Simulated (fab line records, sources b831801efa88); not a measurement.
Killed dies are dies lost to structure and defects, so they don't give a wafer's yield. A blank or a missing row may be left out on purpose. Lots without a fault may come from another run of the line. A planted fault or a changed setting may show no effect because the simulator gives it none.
The tool behind it: which one? -- flow sky130 -- 11 lots, 33 wafers sampled, at 3 steps of a route of 708

== WHAT EACH GAUGE READ, for each wafer ==
SKY_SD_N_RS_MEAS_17: uses a four-point probe to measure.
lot,measured,on,SD_P_RS (ohm/sq)
L825,day 27 10:44,filmMetro-02,147.6 147.2 147.2
L826,day 27 22:31,filmMetro-02,146.9 147.3 147.3
L831,day 29 19:22,filmMetro-03,147.4 146.9 147.4
L836,day 31 13:42,filmMetro-02,147.2 147.4 147.0
L837,day 31 22:09,filmMetro-01,146.8 146.9 147.0
L838,day 31 23:16,filmMetro-01,146.9 147.1 147.1
L842,day 33 15:08,filmMetro-02,147.3 147.2 146.8
L843,day 33 15:26,filmMetro-01,147.4 147.6 147.7
L845,day 34 11:34,filmMetro-03,145.9 146.8 146.5
L847,day 34 19:30,filmMetro-01,146.7 146.8 146.0
L848,day 35 11:08,filmMetro-03,146.4 146.8 146.7

== WHICH TOOL RAN EACH LOT (tool, then ch and the chambers of the sampled wafers, then the start) ==
lot,SKY_FIELD_ISO_WET_ETCH_30,SKY_PWDE_STRIP_09
L825,"wetBench-03 ch 2, day 2 12:13","plasmaAsher-02 ch 0,1, day 3 20:46"
L826,"wetBench-02 ch 0, day 2 17:52","plasmaAsher-01 ch 0,1, day 4 04:28"
L831,"wetBench-02 ch 1, day 3 18:15","plasmaAsher-03 ch 0,1, day 5 05:16"
L836,"wetBench-02 ch 3, day 4 21:16","plasmaAsher-03 ch 0,1, day 6 11:28"
L837,"wetBench-03 ch 2, day 5 02:56","plasmaAsher-02 ch 0,1, day 6 17:54"
L838,"wetBench-03 ch 3, day 5 07:08","plasmaAsher-02 ch 0,1, day 6 21:24"
L842,"wetBench-03 ch 2, day 6 04:01","plasmaAsher-02 ch 0,1, day 7 21:28"
L843,"wetBench-03 ch 1, day 6 07:47","plasmaAsher-02 ch 0,1, day 8 01:13"
L845,"wetBench-04 ch 3, day 6 19:02","plasmaAsher-01 ch 0,1, day 8 11:42"
L847,"wetBench-03 ch 1, day 7 07:44","plasmaAsher-03 ch 0,1, day 9 00:22"
L848,"wetBench-02 ch 1, day 7 14:01","plasmaAsher-03 ch 0,1, day 9 09:28"
- SKY_FIELD_ISO_WET_ETCH_30: etches SiO2 in dHF, target depth 25 nm, time 50 s.
- SKY_PWDE_STRIP_09: strips in O2/N2.

== THE ANSWER, worked out from the rows above alone ==
Rule: usual is defined by the lots themselves. The widest of any qualifying gaps counts: lots, ordered by their means at a reading, are off when they make up no more than a third of the lots, leave a main group of 4 or more, and stand apart from it by 3 or more times the standard deviation of that group's means. A main group whose means are all the same, to the digits that the tables above print for the reading, isn't used. Also off: a lot with no number at a reading for which 4 or more lots have one. All remaining lots with rows at the step are treated as sound.
Nothing can be told from this: no lot is off at any reading shown.

== WHAT THE SIMULATOR PUT IN ==
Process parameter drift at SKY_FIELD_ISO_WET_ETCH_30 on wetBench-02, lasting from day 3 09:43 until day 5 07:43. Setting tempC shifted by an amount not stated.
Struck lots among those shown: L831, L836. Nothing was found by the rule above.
